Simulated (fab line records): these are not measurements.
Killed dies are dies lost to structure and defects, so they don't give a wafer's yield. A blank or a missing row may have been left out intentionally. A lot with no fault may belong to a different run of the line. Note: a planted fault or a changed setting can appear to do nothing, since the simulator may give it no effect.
The tool behind it: which one? :: flow gf180mcu :: 24 lots with 72 wafers sampled at 6 steps, on a route of 602 steps

WHAT THE GAUGES SHOWED, per wafer
GF_MIM_RS_MEAS_10: measures by four-point-probe. Usual: MIM_ALCU_RS gives 0.1603 ohm/sq (standard deviation 0.0017).
lot: L074
measured: day 24 05:32
on: film_metro-04
MIM_ALCU_RS (ohm/sq): 0.1593 0.1594 0.1592
flag: 

lot: L075
measured: day 25 02:34
on: film_metro-01
MIM_ALCU_RS (ohm/sq): 0.1574 0.1583 0.1592
flag: 

lot: L076
measured: day 25 03:10
on: film_metro-01
MIM_ALCU_RS (ohm/sq): 0.1608 0.1600 0.1594
flag: 

lot: L077
measured: day 25 19:27
on: film_metro-02
MIM_ALCU_RS (ohm/sq): 0.1608 0.1602 0.1606
flag: 

lot: L078
measured: day 26 01:34
on: film_metro-02
MIM_ALCU_RS (ohm/sq): 0.1637 0.1634 0.1628
flag: 

lot: L080
measured: day 26 22:41
on: film_metro-01
MIM_ALCU_RS (ohm/sq): 0.1605 0.1615 0.1616
flag: 

lot: L079
measured: day 27 00:02
on: film_metro-02
MIM_ALCU_RS (ohm/sq): 0.1597 0.1597 0.1606
flag: 

lot: L081
measured: day 27 01:47
on: film_metro-01
MIM_ALCU_RS (ohm/sq): 0.1587 0.1569 0.1573
flag: 

lot: L082
measured: day 27 07:17
on: film_metro-02
MIM_ALCU_RS (ohm/sq): 0.1621 0.1633 0.1626
flag: 

lot: L083
measured: day 27 10:13
on: film_metro-04
MIM_ALCU_RS (ohm/sq): 0.1619 0.1601 0.1587
flag: 

lot: L084
measured: day 27 13:42
on: film_metro-04
MIM_ALCU_RS (ohm/sq): 0.1599 0.1614 0.1614
flag: 

lot: L085
measured: day 28 03:06
on: film_metro-02
MIM_ALCU_RS (ohm/sq): 0.1610 0.1616 0.1598
flag: 

lot: L086
measured: day 28 10:46
on: film_metro-01
MIM_ALCU_RS (ohm/sq): 0.1584 0.1582 0.1581
flag: 

lot: L087
measured: day 28 15:34
on: film_metro-01
MIM_ALCU_RS (ohm/sq): 0.1619 0.1608 0.1631
flag: 

lot: L088
measured: day 28 22:59
on: film_metro-04
MIM_ALCU_RS (ohm/sq): 0.1592 0.1568 0.1586
flag: 

lot: L089
measured: day 29 07:07
on: film_metro-02
MIM_ALCU_RS (ohm/sq): 0.1575 0.1590 0.1571
flag: 

lot: L090
measured: day 29 13:56
on: film_metro-02
MIM_ALCU_RS (ohm/sq): 0.1611 0.1606 0.1615
flag: 

lot: L091
measured: day 29 16:59
on: film_metro-01
MIM_ALCU_RS (ohm/sq): 0.1590 0.1577 0.1607
flag: 

lot: L092
measured: day 30 00:21
on: film_metro-01
MIM_ALCU_RS (ohm/sq): 0.1603 0.1623 0.1617
flag: 

lot: L093
measured: day 30 06:55
on: film_metro-01
MIM_ALCU_RS (ohm/sq): 0.1578 0.1591 0.1595
flag: 

lot: L094
measured: day 30 16:20
on: film_metro-01
MIM_ALCU_RS (ohm/sq): 0.1594 0.1597 0.1591
flag: 

lot: L095
measured: day 30 22:38
on: film_metro-01
MIM_ALCU_RS (ohm/sq): 0.1608 0.1593 0.1603
flag: 

lot: L096
measured: day 31 02:07
on: film_metro-02
MIM_ALCU_RS (ohm/sq): 0.1638 0.1604 0.1608
flag: 

lot: L097
measured: day 31 13:26
on: film_metro-01
MIM_ALCU_RS (ohm/sq): 0.1622 0.1633 0.1624
flag: 

GF_V5_OVL_MEAS_15. Usual: V5_OVL gives -4 nm (standard deviation 4.5).
lot: L074
measured: day 26 22:50
on: overlay-01
V5_OVL (nm): -1 1 2
flag: 

lot: L075
measured: day 27 17:28
on: overlay-02
V5_OVL (nm): -4 -11 -8
flag: 

lot: L076
measured: day 27 17:49
on: overlay-02
V5_OVL (nm): -6 -8 -12
flag: 

lot: L077
measured: day 28 10:22
on: overlay-02
V5_OVL (nm): -12 -9 -5
flag: 

lot: L078
measured: day 28 15:52
on: overlay-01
V5_OVL (nm): -11 -5 -6
flag: 

lot: L080
measured: day 29 11:31
on: overlay-01
V5_OVL (nm): -7 -3 -1
flag: 

lot: L079
measured: day 29 13:07
on: overlay-02
V5_OVL (nm): 3 -5 0
flag: 

lot: L081
measured: day 29 14:14
on: overlay-02
V5_OVL (nm): -6 -8 3
flag: 

lot: L082
measured: day 29 19:35
on: overlay-02
V5_OVL (nm): -2 -8 -5
flag: 

lot: L083
measured: day 29 22:48
on: overlay-01
V5_OVL (nm): -6 0 -3
flag: 

lot: L084
measured: day 30 01:19
on: overlay-02
V5_OVL (nm): -14 -3 -6
flag: 

lot: L085
measured: day 30 13:55
on: overlay-02
V5_OVL (nm): 3 5 5
flag: 

lot: L086
measured: day 30 20:17
on: overlay-02
V5_OVL (nm): -3 -7 -6
flag: 

lot: L087
measured: day 31 01:43
on: overlay-01
V5_OVL (nm): 3 1 -5
flag: 

lot: L088
measured: day 31 08:43
on: overlay-01
V5_OVL (nm): -4 -2 2
flag: 

lot: L089
measured: day 31 15:55
on: overlay-01
V5_OVL (nm): -4 2 -4
flag: 

lot: L090
measured: day 32 01:16
on: overlay-02
V5_OVL (nm): -7 -5 -3
flag: 

lot: L091
measured: day 32 01:37
on: overlay-02
V5_OVL (nm): 1 -5 -5
flag: 

lot: L092
measured: day 32 07:52
on: overlay-01
V5_OVL (nm): 4 1 0
flag: 

lot: L093
measured: day 32 12:20
on: overlay-01
V5_OVL (nm): 3 3 9
flag: 

lot: L094
measured: day 32 21:04
on: overlay-02
V5_OVL (nm): -10 -6 -5
flag: 

lot: L095
measured: day 33 03:16
on: overlay-01
V5_OVL (nm): 1 0 2
flag: 

lot: L096
measured: day 33 04:56
on: overlay-01
V5_OVL (nm): 1 -3 -4
flag: 

lot: L097
measured: day 33 15:40
on: overlay-02
V5_OVL (nm): 0 -8 -7
flag: 

GF_TOP_METAL_RS_MEAS_05: measures by four-point-probe. Usual: TOP_METAL_ALCU_RS gives 0.0327 ohm/sq (standard deviation 0.00034).
lot: L074
measured: day 27 00:28
on: film_metro-04
TOP_METAL_ALCU_RS (ohm/sq): 0.0327 0.0327 0.0326
flag: 

lot: L075
measured: day 27 19:37
on: film_metro-01
TOP_METAL_ALCU_RS (ohm/sq): 0.0329 0.0328 0.0333
flag: 

lot: L076
measured: day 27 19:27
on: film_metro-03
TOP_METAL_ALCU_RS (ohm/sq): 0.0327 0.0330 0.0326
flag: 

lot: L077
measured: day 28 12:00
on: film_metro-04
TOP_METAL_ALCU_RS (ohm/sq): 0.0327 0.0323 0.0328
flag: 

lot: L078
measured: day 28 17:31
on: film_metro-01
TOP_METAL_ALCU_RS (ohm/sq): 0.0322 0.0326 0.0325
flag: 

lot: L080
measured: day 29 13:09
on: film_metro-01
TOP_METAL_ALCU_RS (ohm/sq): 0.0326 0.0328 0.0324
flag: 

lot: L079
measured: day 29 14:45
on: film_metro-01
TOP_METAL_ALCU_RS (ohm/sq): 0.0325 0.0326 0.0327
flag: 

lot: L081
measured: day 29 15:53
on: film_metro-01
TOP_METAL_ALCU_RS (ohm/sq): 0.0327 0.0330 0.0327
flag: 

lot: L082
measured: day 29 21:15
on: film_metro-04
TOP_METAL_ALCU_RS (ohm/sq): 0.0325 0.0326 0.0326
flag: 

lot: L083
measured: day 30 00:28
on: film_metro-03
TOP_METAL_ALCU_RS (ohm/sq): 0.0324 0.0328 0.0325
flag: 

lot: L084
measured: day 30 02:58
on: film_metro-04
TOP_METAL_ALCU_RS (ohm/sq): 0.0325 0.0327 0.0325
flag: 

lot: L085
measured: day 30 15:34
on: film_metro-04
TOP_METAL_ALCU_RS (ohm/sq): 0.0332 0.0327 0.0330
flag: 

lot: L086
measured: day 30 21:57
on: film_metro-01
TOP_METAL_ALCU_RS (ohm/sq): 0.0328 0.0334 0.0330
flag: 

lot: L087
measured: day 31 03:22
on: film_metro-04
TOP_METAL_ALCU_RS (ohm/sq): 0.0324 0.0325 0.0327
flag: 

lot: L088
measured: day 31 10:22
on: film_metro-04
TOP_METAL_ALCU_RS (ohm/sq): 0.0327 0.0325 0.0324
flag: 

lot: L089
measured: day 31 17:35
on: film_metro-01
TOP_METAL_ALCU_RS (ohm/sq): 0.0323 0.0321 0.0319
flag: 

lot: L090
measured: day 32 02:54
on: film_metro-03
TOP_METAL_ALCU_RS (ohm/sq): 0.0327 0.0329 0.0325
flag: 

lot: L091
measured: day 32 03:50
on: film_metro-01
TOP_METAL_ALCU_RS (ohm/sq): 0.0326 0.0328 0.0328
flag: 

lot: L092
measured: day 32 09:44
on: film_metro-04
TOP_METAL_ALCU_RS (ohm/sq): 0.0323 0.0329 0.0322
flag: 

lot: L093
measured: day 32 14:07
on: film_metro-01
TOP_METAL_ALCU_RS (ohm/sq): 0.0332 0.0327 0.0330
flag: 

lot: L094
measured: day 32 22:43
on: film_metro-01
TOP_METAL_ALCU_RS (ohm/sq): 0.0321 0.0320 0.0320
flag: 

lot: L095
measured: day 33 04:55
on: film_metro-03
TOP_METAL_ALCU_RS (ohm/sq): 0.0328 0.0331 0.0333
flag: 

lot: L096
measured: day 33 06:35
on: film_metro-04
TOP_METAL_ALCU_RS (ohm/sq): 0.0327 0.0324 0.0330
flag: 

lot: L097
measured: day 33 17:21
on: film_metro-01
TOP_METAL_ALCU_RS (ohm/sq): 0.0327 0.0323 0.0325
flag: 

GF_TOP_METAL_CD_MEAS_14: the cd target is 440 nm. Usual: cd_nm 440.0 nm, standard deviation 2.1.
lot: L074
measured: day 27 20:41
on: cd_sem-01
cd_nm (nm): 439.9 441.6 442.4
flag: 

lot: L075
measured: day 28 15:35
on: cd_sem-01
cd_nm (nm): 442.5 441.7 438.6
flag: 

lot: L076
measured: day 28 14:59
on: cd_sem-01
cd_nm (nm): 436.0 438.2 438.2
flag: 

lot: L077
measured: day 29 06:50
on: cd_sem-02
cd_nm (nm): 441.0 444.7 444.7
flag: 

lot: L078
measured: day 29 12:58
on: cd_sem-02
cd_nm (nm): 439.0 438.4 440.2
flag: 

lot: L080
measured: day 30 07:50
on: cd_sem-01
cd_nm (nm): 440.5 442.1 443.5
flag: 

lot: L079
measured: day 30 08:19
on: cd_sem-02
cd_nm (nm): 438.2 436.4 437.3
flag: 

lot: L081
measured: day 30 10:26
on: cd_sem-02
cd_nm (nm): 439.3 441.1 440.6
flag: 

lot: L082
measured: day 30 15:17
on: cd_sem-02
cd_nm (nm): 444.5 444.2 443.5
flag: 

lot: L083
measured: day 30 18:33
on: cd_sem-02
cd_nm (nm): 439.9 439.7 440.5
flag: 

lot: L084
measured: day 30 20:58
on: cd_sem-02
cd_nm (nm): 436.6 438.3 437.5
flag: 

lot: L085
measured: day 31 10:05
on: cd_sem-01
cd_nm (nm): 440.4 438.9 439.7
flag: 

lot: L086
measured: day 31 15:43
on: cd_sem-01
cd_nm (nm): 439.0 440.6 440.8
flag: 

lot: L087
measured: day 31 20:25
on: cd_sem-02
cd_nm (nm): 439.9 440.0 438.0
flag: 

lot: L088
measured: day 32 02:54
on: cd_sem-01
cd_nm (nm): 439.3 438.4 438.5
flag: 

lot: L089
measured: day 32 09:56
on: cd_sem-01
cd_nm (nm): 440.0 438.8 438.8
flag: 

lot: L090
measured: day 32 18:59
on: cd_sem-02
cd_nm (nm): 440.5 440.5 442.0
flag: 

lot: L091
measured: day 32 19:57
on: cd_sem-01
cd_nm (nm): 440.5 443.9 442.6
flag: 

lot: L092
measured: day 33 02:08
on: cd_sem-02
cd_nm (nm): 434.9 434.4 435.2
flag: 

lot: L093
measured: day 33 06:34
on: cd_sem-01
cd_nm (nm): 439.5 437.6 438.6
flag: 

lot: L094
measured: day 33 14:17
on: cd_sem-01
cd_nm (nm): 440.8 441.3 442.6
flag: 

lot: L095
measured: day 33 20:21
on: cd_sem-02
cd_nm (nm): 438.4 437.8 438.9
flag: 

lot: L096
measured: day 33 22:17
on: cd_sem-02
cd_nm (nm): 438.3 440.0 440.6
flag: 

lot: L097
measured: day 34 08:10
on: cd_sem-02
cd_nm (nm): 441.9 443.2 442.3
flag: 

WHAT TOOL EACH LOT RAN ON (gives the tool, then ch and the chambers of the sampled wafers, and finally the start)
lot: L074
GF_V4_SPUTTER_21: pvd_sputter-02, day 24 04:25
GF_V5_ETCH_17: rie_diel-03 ch 0,1,2, day 27 00:28 or earlier

lot: L075
GF_V4_SPUTTER_21: pvd_sputter-02, day 25 01:28
GF_V5_ETCH_17: rie_diel-02 ch 0,1,2, day 27 19:37 or earlier

lot: L076
GF_V4_SPUTTER_21: pvd_sputter-03, day 25 02:00
GF_V5_ETCH_17: rie_diel-04 ch 1,2, day 27 19:27 or earlier

lot: L077
GF_V4_SPUTTER_21: pvd_sputter-02, day 25 18:21
GF_V5_ETCH_17: rie_diel-02 ch 0,1,3, day 28 12:00 or earlier

lot: L078
GF_V4_SPUTTER_21: pvd_sputter-03, day 26 00:26
GF_V5_ETCH_17: rie_diel-03 ch 0,1,3, day 28 17:31 or earlier

lot: L080
GF_V4_SPUTTER_21: pvd_sputter-02, day 26 21:35
GF_V5_ETCH_17: rie_diel-04 ch 2,3, day 29 13:09 or earlier

lot: L079
GF_V4_SPUTTER_21: pvd_sputter-03, day 26 22:56
GF_V5_ETCH_17: rie_diel-03 ch 0,1,2, day 29 14:45 or earlier

lot: L081
GF_V4_SPUTTER_21: pvd_sputter-04, day 27 00:38
GF_V5_ETCH_17: rie_diel-02 ch 1,2, day 29 15:53 or earlier

lot: L082
GF_V4_SPUTTER_21: pvd_sputter-03, day 27 05:54
GF_V5_ETCH_17: rie_diel-02 ch 1,3, day 29 21:15 or earlier

lot: L083
GF_V4_SPUTTER_21: pvd_sputter-02, day 27 09:04
GF_V5_ETCH_17: rie_diel-02 ch 1,3, day 30 00:28 or earlier

lot: L084
GF_V4_SPUTTER_21: pvd_sputter-02, day 27 12:34
GF_V5_ETCH_17: rie_diel-04 ch 2,3, day 30 02:58 or earlier

lot: L085
GF_V4_SPUTTER_21: pvd_sputter-02, day 28 01:52
GF_V5_ETCH_17: rie_diel-04 ch 2,3, day 30 15:34 or earlier

lot: L086
GF_V4_SPUTTER_21: pvd_sputter-02, day 28 09:37
GF_V5_ETCH_17: rie_diel-04 ch 0,1,2, day 30 21:57 or earlier

lot: L087
GF_V4_SPUTTER_21: pvd_sputter-03, day 28 14:27
GF_V5_ETCH_17: rie_diel-02 ch 0,1,2, day 31 03:22 or earlier

lot: L088
GF_V4_SPUTTER_21: pvd_sputter-03, day 28 21:51
GF_V5_ETCH_17: rie_diel-02 ch 0,1,2, day 31 10:22 or earlier

lot: L089
GF_V4_SPUTTER_21: pvd_sputter-03, day 29 06:01
GF_V5_ETCH_17: rie_diel-03 ch 1,2, day 31 17:35 or earlier

lot: L090
GF_V4_SPUTTER_21: pvd_sputter-04, day 29 12:50
GF_V5_ETCH_17: rie_diel-02 ch 0,1,2, day 32 02:54 or earlier

lot: L091
GF_V4_SPUTTER_21: pvd_sputter-03, day 29 15:53
GF_V5_ETCH_17: rie_diel-03 ch 1,2, day 32 03:50 or earlier

lot: L092
GF_V4_SPUTTER_21: pvd_sputter-04, day 29 23:14
GF_V5_ETCH_17: rie_diel-04 ch 1,2, day 32 09:44 or earlier

lot: L093
GF_V4_SPUTTER_21: pvd_sputter-03, day 30 05:48
GF_V5_ETCH_17: rie_diel-03 ch 0,1,2, day 32 14:07 or earlier

lot: L094
GF_V4_SPUTTER_21: pvd_sputter-04, day 30 15:12
GF_V5_ETCH_17: rie_diel-04 ch 0,1,3, day 32 22:43 or earlier

lot: L095
GF_V4_SPUTTER_21: pvd_sputter-04, day 30 21:30
GF_V5_ETCH_17: rie_diel-04 ch 1,2,3, day 33 04:55 or earlier

lot: L096
GF_V4_SPUTTER_21: pvd_sputter-03, day 31 00:58
GF_V5_ETCH_17: rie_diel-04 ch 0,1,3, day 33 06:35 or earlier

lot: L097
GF_V4_SPUTTER_21: pvd_sputter-03, day 31 12:19
GF_V5_ETCH_17: rie_diel-03 ch 0,2,3, day 33 17:21 or earlier
- GF_V4_SPUTTER_21: material Ti, target thk 15 nm, time 80.02 s.
- GF_V5_ETCH_17: etches SiO2 in C4F8/O2/Ar, stops on TiN, target depth 855 nm.

AS READ BY THE TOOLS THEMSELVES (means over the sampled wafers that have a number; for cases with no such wafer, the mark the record gives instead)
GF_V4_SPUTTER_21. Usual: throttle_valve_pct 29.6 %, standard deviation 0.81.
lot: L074
tool: pvd_sputter-02
throttle_valve_pct (%): 29.3
flag: 

lot: L075
tool: pvd_sputter-02
throttle_valve_pct (%): 29.7
flag: 

lot: L076
tool: pvd_sputter-03
throttle_valve_pct (%): 29.1
flag: 

lot: L077
tool: pvd_sputter-02
throttle_valve_pct (%): 29.3
flag: 

lot: L078
tool: pvd_sputter-03
throttle_valve_pct (%): 29.3
flag: 

lot: L080
tool: pvd_sputter-02
throttle_valve_pct (%): 30.7
flag: 

lot: L079
tool: pvd_sputter-03
throttle_valve_pct (%): 29.3
flag: 

lot: L081
tool: pvd_sputter-04
throttle_valve_pct (%): 30.0
flag: 

lot: L082
tool: pvd_sputter-03
throttle_valve_pct (%): 29.2
flag: 

lot: L083
tool: pvd_sputter-02
throttle_valve_pct (%): 29.6
flag: 

lot: L084
tool: pvd_sputter-02
throttle_valve_pct (%): 30.3
flag: 

lot: L085
tool: pvd_sputter-02
throttle_valve_pct (%): 29.2
flag: 

lot: L086
tool: pvd_sputter-02
throttle_valve_pct (%): 29.8
flag: 

lot: L087
tool: pvd_sputter-03
throttle_valve_pct (%): 29.4
flag: 

lot: L088
tool: pvd_sputter-03
throttle_valve_pct (%): 29.7
flag: 

lot: L089
tool: pvd_sputter-03
throttle_valve_pct (%): 29.4
flag: 

lot: L090
tool: pvd_sputter-04
throttle_valve_pct (%): 30.3
flag: 

lot: L091
tool: pvd_sputter-03
throttle_valve_pct (%): 29.1
flag: 

lot: L092
tool: pvd_sputter-04
throttle_valve_pct (%): 30.2
flag: 

lot: L093
tool: pvd_sputter-03
throttle_valve_pct (%): 29.2
flag: 

lot: L094
tool: pvd_sputter-04
throttle_valve_pct (%): 30.7
flag: 

lot: L095
tool: pvd_sputter-04
throttle_valve_pct (%): 30.4
flag: 

lot: L096
tool: pvd_sputter-03
throttle_valve_pct (%): 29.1
flag: 

lot: L097
tool: pvd_sputter-03
throttle_valve_pct (%): 29.4
flag: 

GF_V5_ETCH_17. Usual: chamber_pressure_mTorr 40.00 mTorr, standard deviation 0.039; oes_product_au 0.867 a.u., standard deviation 0.0049.
lot: L074
tool: rie_diel-03
chamber_pressure_mTorr (mTorr): 39.99
oes_product_au (a.u.): 0.868
flag: 

lot: L075
tool: rie_diel-02
chamber_pressure_mTorr (mTorr): 39.99
oes_product_au (a.u.): 0.865
flag: 

lot: L076
tool: rie_diel-04
chamber_pressure_mTorr (mTorr): 39.98
oes_product_au (a.u.): 0.871
flag: 

lot: L077
tool: rie_diel-02
chamber_pressure_mTorr (mTorr): 39.97
oes_product_au (a.u.): 0.867
flag: 

lot: L078
tool: rie_diel-03
chamber_pressure_mTorr (mTorr): 40.03
oes_product_au (a.u.): 0.864
flag: 

lot: L080
tool: rie_diel-04
chamber_pressure_mTorr (mTorr): 39.98
oes_product_au (a.u.): 0.863
flag: 

lot: L079
tool: rie_diel-03
chamber_pressure_mTorr (mTorr): 40.01
oes_product_au (a.u.): 0.866
flag: 

lot: L081
tool: rie_diel-02
chamber_pressure_mTorr (mTorr): 39.94
oes_product_au (a.u.): 0.866
flag: 

lot: L082
tool: rie_diel-02
chamber_pressure_mTorr (mTorr): 40.00
oes_product_au (a.u.): 0.866
flag: 

lot: L083
tool: rie_diel-02
chamber_pressure_mTorr (mTorr): 39.99
oes_product_au (a.u.): 0.869
flag: 

lot: L084
tool: rie_diel-04
chamber_pressure_mTorr (mTorr): 40.00
oes_product_au (a.u.): 0.870
flag: 

lot: L085
tool: rie_diel-04
chamber_pressure_mTorr (mTorr): 40.02
oes_product_au (a.u.): 0.866
flag: 

lot: L086
tool: rie_diel-04
chamber_pressure_mTorr (mTorr): 40.03
oes_product_au (a.u.): 0.865
flag: 

lot: L087
tool: rie_diel-02
chamber_pressure_mTorr (mTorr): 40.00
oes_product_au (a.u.): 0.863
flag: 

lot: L088
tool: rie_diel-02
chamber_pressure_mTorr (mTorr): 40.05
oes_product_au (a.u.): 0.868
flag: 

lot: L089
tool: rie_diel-03
chamber_pressure_mTorr (mTorr): 40.00
oes_product_au (a.u.): 0.867
flag: 

lot: L090
tool: rie_diel-02
chamber_pressure_mTorr (mTorr): 40.01
oes_product_au (a.u.): 0.865
flag: 

lot: L091
tool: rie_diel-03
chamber_pressure_mTorr (mTorr): 40.04
oes_product_au (a.u.): 0.869
flag: 

lot: L092
tool: rie_diel-04
chamber_pressure_mTorr (mTorr): 39.98
oes_product_au (a.u.): 0.865
flag: 

lot: L093
tool: rie_diel-03
chamber_pressure_mTorr (mTorr): 39.98
oes_product_au (a.u.): 0.869
flag: 

lot: L094
tool: rie_diel-04
chamber_pressure_mTorr (mTorr): 40.00
oes_product_au (a.u.): 0.871
flag: 

lot: L095
tool: rie_diel-04
chamber_pressure_mTorr (mTorr): 40.03
oes_product_au (a.u.): 0.871
flag: 

lot: L096
tool: rie_diel-04
chamber_pressure_mTorr (mTorr): 39.96
oes_product_au (a.u.): 0.867
flag: 

lot: L097
tool: rie_diel-03
chamber_pressure_mTorr (mTorr): 40.01
oes_product_au (a.u.): 0.872
flag: 

THE ANSWER, worked out from the rows above alone
Rule: take the mean of a lot's wafers that have a number; if it is more than 3 standard deviations from the usual mean, the lot is off. Also off: a lot with no number at a reading for which 4 or more lots have one. All remaining lots with rows at the step are treated as sound. First the gauges in route order, then the tools' own readings, where a lot's mean is used as printed above. The first step at which some lot is off is used, and at that step the reading that is off furthest; a lot without a number counts as furthest.
Across all readings shown, no lot is off: no conclusion can be drawn from this.

WHAT THE SIMULATOR HAD PUT IN
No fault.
